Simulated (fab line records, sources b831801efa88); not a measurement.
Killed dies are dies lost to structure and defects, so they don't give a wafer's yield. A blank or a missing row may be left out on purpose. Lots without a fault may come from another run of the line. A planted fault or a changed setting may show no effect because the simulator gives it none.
Chamber matching | flow sfq_line | SFQ_TRILAYER_I6_VIA_BARC_OPEN_VIA_ETCH_235 on rie_diel-03: 4 sister chambers
The step etches BARC in O2, target depth 125 nm, time 41.7 s. 14 wafers are shown with their chamber, then 7 later ones without.

WAFERS WITH THEIR CHAMBER
wafer  | chamber | drypump_motor_current_A (A) | oes_product_au (a.u.)
L502.2 | 1       | 6.5                         | 0.687
L502.4 | 2       | 6.5                         | 0.683
L502.6 | 1       | 6.5                         | 0.687
L503.3 | 2       | 6.5                         | 0.672
L503.4 | 3       | 5.2                         | 0.683
L503.6 | 2       | 6.5                         | 0.695
L504.1 | 0       | 5.1                         | 0.686
L504.2 | 3       | 5.3                         | 0.684
L504.6 | 0       | 5.1                         | 0.683
L506.3 | 3       | 5.3                         | 0.686
L506.4 | 2       | 6.5                         | 0.687
L506.6 | 3       | 5.2                         | 0.685
L507.2 | 1       | 6.5                         | 0.684
L507.3 | 3       | 5.2                         | 0.686

SIGNATURES (means of the wafers above)
reading                 | chamber 0 | chamber 1 | chamber 2 | chamber 3 | scatter within a chamber
drypump_motor_current_A | 5.100     | 6.500     | 6.500     | 5.240     | 0.0346
oes_product_au          | 0.68450   | 0.68600   | 0.68425   | 0.68480   | 0.0054
Rule: a wafer's distance from a chamber is the root of the sum, over the readings, of the square of ((its reading less the chamber's mean) divided by the reading's scatter). The wafer belongs to the nearest chamber; if the next one is less than 2 further off, it can't be placed. The scatter: the root of (the sum of the squares of (reading less its chamber's mean) over the shown wafers, divided by (wafers less chambers)).

WAFERS WITHOUT THEIR CHAMBER
wafer  | drypump_motor_current_A (A) | oes_product_au (a.u.)
L507.6 | 6.5                         | 0.686
L514.2 | 6.5                         | 0.688
L514.4 | 5.1                         | 0.687
L514.5 | 6.5                         | 0.690
L520.1 | 5.3                         | 0.682
L520.3 | 5.1                         | 0.695
L520.5 | 5.1                         | 0.688

WHICH CHAMBER EACH WENT THROUGH
wafer  | from the rows above     | in truth
L507.6 | can't be placed: 1 or 2 | 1
L514.2 | can't be placed: 1 or 2 | 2
L514.4 | 0                       | 0
L514.5 | can't be placed: 1 or 2 | 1
L520.1 | 3                       | 3
L520.3 | 0                       | 0
L520.5 | 0                       | 0
Placed correctly: 4 of 7. Can't be placed from these rows: 3 (the true chamber is among the candidates in 3). Placed wrongly: 0.
